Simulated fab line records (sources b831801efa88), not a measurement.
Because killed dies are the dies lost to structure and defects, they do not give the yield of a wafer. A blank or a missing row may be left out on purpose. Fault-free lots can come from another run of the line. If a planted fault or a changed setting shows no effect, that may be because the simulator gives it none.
A lot that was struck, set against a sound lot || flow sky130 || 16 steps out of a route of 708
Sound: the wafers L487.1, L487.3, L487.5. Struck: wafer L478.2. (L478.1, L478.6 of the same lot were not struck and are left out.) The cause comes at the end.
Order at every step that has rows: each side's tool, ch and its chambers, its first start. Under that, the readings that differ: sound wafers || struck wafers || difference of the means || sigmas: that difference in standard deviations of wafers without a fault.
alike: readings whose means differ by less than 2 such deviations, and words and numbers that are the same on both sides. not compared: withheld readings, readings that some wafer has no value for, bounds like >300 that may hide the same value, and numbers for which the record gives no deviation and whose values overlap.
A row with sigmas, a row that says differs or no value, or rows on one side alone: a step with any of these is where the two part. Numbers that don't overlap but have no deviation are shown without sigmas and don't part them. A reading missing from all wafers of one side parts the sides only when that side holds two or more wafers.

SKY_VIA3_BOW_MEAS_03:
  sound on filmMetro-02 at day 43 03:27; struck on filmMetro-02 at day 40 09:05
{"reading": "VIA3_BOW (um)", "sound": "75 88 87", "struck": 65, "difference": -18, "sigmas": -2}
then, 8 steps without rows for these wafers: SKY_VIA3_DEHYDRATE_04 (time 60 s); SKY_VIA3_HMDS_05 (prime time 60 s); SKY_VIA3_COAT_06 (resist thk 60 nm); SKY_VIA3_COAT_07 (resist thk 450 nm); SKY_VIA3_SOFTBAKE_08 (time 90 s); SKY_VIA3_EXPOSE_09 (exposes mask VIM3, target cd 200 nm); SKY_VIA3_PEB_10; SKY_VIA3_DEVELOP_11 (develop time 60 s).
SKY_VIA3_CD_MEAS_12: the cd target is 200 nm.
  sound on cdSem-01 at day 44 01:58; struck on cdSem-02 at day 41 09:39
  alike: cdNm
SKY_VIA3_OVL_MEAS_13:
  sound on overlay-01 at day 44 02:05; struck on overlay-01 at day 41 09:46
  alike: VIA3_OVL
SKY_VIA3_ETCH_14: etches BARC in N2/H2, stops on SiO2, time 45.9 s, target depth 60 nm.
  sound on rieDiel-04 ch 0,1,3, day 44 02:07; struck on rieDiel-04 ch 0, day 41 09:48
{"reading": "n2FlowSccm (sccm)", "sound": "99.85 100.18 100.21", "struck": 100.76, "difference": "+0.68", "sigmas": "+3"}
  alike: drypumpMotorCurrentA, oesProductAu, runLengthS, throttleValvePct
  not compared: rfHoursCounterH
SKY_VIA3_ETCH_15: etches SiO2 in C4F8/O2/Ar, stops on TiN, target depth 507 nm, time 78 s.
  sound on rieDiel-04 ch 0,1,3, day 44 02:10; struck on rieDiel-04 ch 0, day 41 09:51
{"reading": "oesProductAu (a.u.)", "sound": "0.950 0.952 0.950", "struck": 1.000, "difference": "+0.049", "sigmas": "+10"}
{"reading": "runLengthS (s)", "sound": "106.7 106.0 106.6", "struck": 83.1, "difference": -23.3, "sigmas": -49}
{"reading": "model.etch.depthNm (nm)", "sound": "465.6 465.9 466.3", "struck": 354.9, "difference": -111.0, "sigmas": ""}
{"reading": "model.VIA3.featureDepthNm (nm)", "sound": "465.6 465.9 466.3", "struck": 354.9, "difference": -111.0, "sigmas": ""}
{"reading": "model.KrF-thick_of_VIA3_COAT_07.thkNm (nm)", "sound": "286.9 289.2 290.2", "struck": 320.4, "difference": "+31.6", "sigmas": ""}
  not compared: rfHoursCounterH
SKY_VIA3_STRIP_16: strips in O2/N2.
  sound on plasmaAsher-01 ch 0,1, day 44 02:13; struck on plasmaAsher-01 ch 0, day 41 09:55
{"reading": "oesProductAu (a.u.)", "sound": "0.396 0.408 0.398", "struck": 0.412, "difference": "+0.011", "sigmas": "+3"}
{"reading": "stripTimeToEndpointS (s)", "sound": "4.081 4.108 4.109", "struck": 4.441, "difference": "+0.342", "sigmas": "+14"}
  alike: drypumpMotorCurrentA, n2FlowSccm
  not compared: rfHoursCounterH
then, 1 step without rows for these wafers: SKY_VIA3_STRIP_17 (strips in post etch residue remover, time 1200 s).
-- the record jumps here: 6 days lie between the struck wafers' starts before and after (it left off in module VIA3 and takes up again in module PAD_OPEN, whose first step shown is number 708 of the route) --
SKY_PAD_OPEN_PROBE_99:
  sound on prober-02 at day 49 11:37; struck on prober-02 at day 47 05:46
{"reading": "hold", "sound": "- - -", "struck": "awaitDispo/2.3h/release", "difference": "no value on the sound wafers", "sigmas": ""}
{"reading": "defectLimitedYield (%)", "sound": "83.9 81.5 84.1", "struck": 0, "difference": -83, "sigmas": -44}
{"reading": "killed_at_M0_to_M3", "sound": "46 37 31", "struck": 439, "difference": "+401", "sigmas": "+55"}
{"reading": "killed_at_M4_up", "sound": "2 4 4", "struck": 7, "difference": "+4", "sigmas": "+2"}
{"reading": "killedDies", "sound": "79 91 78", "struck": 492, "difference": "+409", "sigmas": "+44"}
{"reading": "killedOnRim", "sound": "16 14 10", "struck": 96, "difference": "+83", "sigmas": "+19"}
{"reading": "killedOpen", "sound": "36 48 42", "struck": 58, "difference": "+16", "sigmas": "+2"}
{"reading": "sort_bin_5_function (%)", "sound": "9.1 9.1 8.7", "struck": 92.3, "difference": "+83.3", "sigmas": "+56"}
{"reading": "sortNPass", "sound": "413 401 414", "struck": 0, "difference": -409, "sigmas": -44}
{"reading": "sortYieldPct (%)", "sound": "83.9 81.5 84.1", "struck": 0, "difference": -83, "sigmas": -44}
  alike: killedAtContacts, killedAtFrontEnd, killedAtOther, killedShort, sort_bin_3_pad_short, sort_bin_6_memory

== WHERE THEY PART ==
At SKY_VIA3_BOW_MEAS_03 first; at SKY_PAD_OPEN_PROBE_99 last (within this record only).

WHY: what had been put in by the simulator
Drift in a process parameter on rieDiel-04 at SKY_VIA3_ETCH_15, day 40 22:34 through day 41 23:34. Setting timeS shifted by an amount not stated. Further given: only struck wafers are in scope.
